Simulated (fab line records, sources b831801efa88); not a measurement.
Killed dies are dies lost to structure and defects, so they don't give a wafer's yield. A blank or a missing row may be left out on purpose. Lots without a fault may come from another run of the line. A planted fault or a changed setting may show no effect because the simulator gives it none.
One fault seen from 2 desks | flow gf180mcu | each desk has only its own numbers; what lay behind them comes last

THE METROLOGY DESK
What the gauges read, lot by lot, whatever tool the lot ran on: means of the sampled wafers that have a number. A lot is out of limits, marked OUT, if its mean lies more than 4 standard deviations from the usual mean; the brackets give that distance.
Columns: A = M1_ALCU_RS at GF_M1_RS_MEAS_05, usual 0.0694 ohm/sq; B = V1_CVD_00_THK at GF_V1_THK_MEAS_01, usual 599 nm; C = V1_CVD_02_THK at GF_V1_THK_MEAS_03, usual 852 nm
lot  | first seen here | A      | B   | C
L976 | day 16 03:02    | 0.0683 | 601 | 846
L977 | day 16 10:46    | 0.0698 | 602 | 855
L980 | day 17 14:52    | 0.0697 | 594 | 863
L981 | day 18 02:00    | 0.0690 | 594 | 846
L983 | day 18 21:04    | 0.0685 | 601 | 841
L985 | day 19 09:31    | 0.0689 | 610 | 838
L987 | day 20 04:54    | 0.0700 | 593 | 853
L988 | day 20 16:50    | 0.0690 | 595 | 851
L991 | day 21 19:41    | 0.0689 | 605 | 869
L990 | day 21 21:47    | 0.0690 | 599 | 854
L997 | day 23 13:58    | 0.0698 | 606 | 858
L998 | day 23 22:43    | 0.0683 | 602 | 852
L999 | day 24 02:11    | 0.0693 | 599 | 844
This desk's finding: nothing out of limits on any of the 13 lots.

THE TOOL OWNER'S DESK: plasma_asher-03
The tool's own readings at GF_M1_STRIP_17 (strips in O2/N2): means of the sampled wafers that have a number, for each lot that ran on this tool. A lot is out of limits, marked OUT, if its mean lies more than 4 standard deviations from the usual mean; the brackets give that distance.
Columns: A = drypump_motor_current_A at GF_M1_STRIP_17, usual 5.60 A; B = heater_power_w at GF_M1_STRIP_17, usual 331 W; C = oes_product_au at GF_M1_STRIP_17, usual 0.538 a.u.; D = strip_time_to_endpoint_s at GF_M1_STRIP_17, usual 7.40 s
lot  | first seen here | A    | B   | C     | D
L976 | day 17 01:46    | 5.60 | 325 | 0.538 | 7.38
L977 | day 17 09:25    | 5.60 | 322 | 0.537 | 7.42
L987 | day 21 04:35    | 5.70 | 326 | 0.531 | 7.39
L988 | day 21 15:49    | 5.61 | 321 | 0.538 | 7.58
This desk's finding: nothing out of limits on any of the 4 lots.

PUT TOGETHER
The metrology desk saw nothing out of limits.
The tool owner's desk saw nothing out of limits.

WHAT THE SIMULATOR HAD PUT IN
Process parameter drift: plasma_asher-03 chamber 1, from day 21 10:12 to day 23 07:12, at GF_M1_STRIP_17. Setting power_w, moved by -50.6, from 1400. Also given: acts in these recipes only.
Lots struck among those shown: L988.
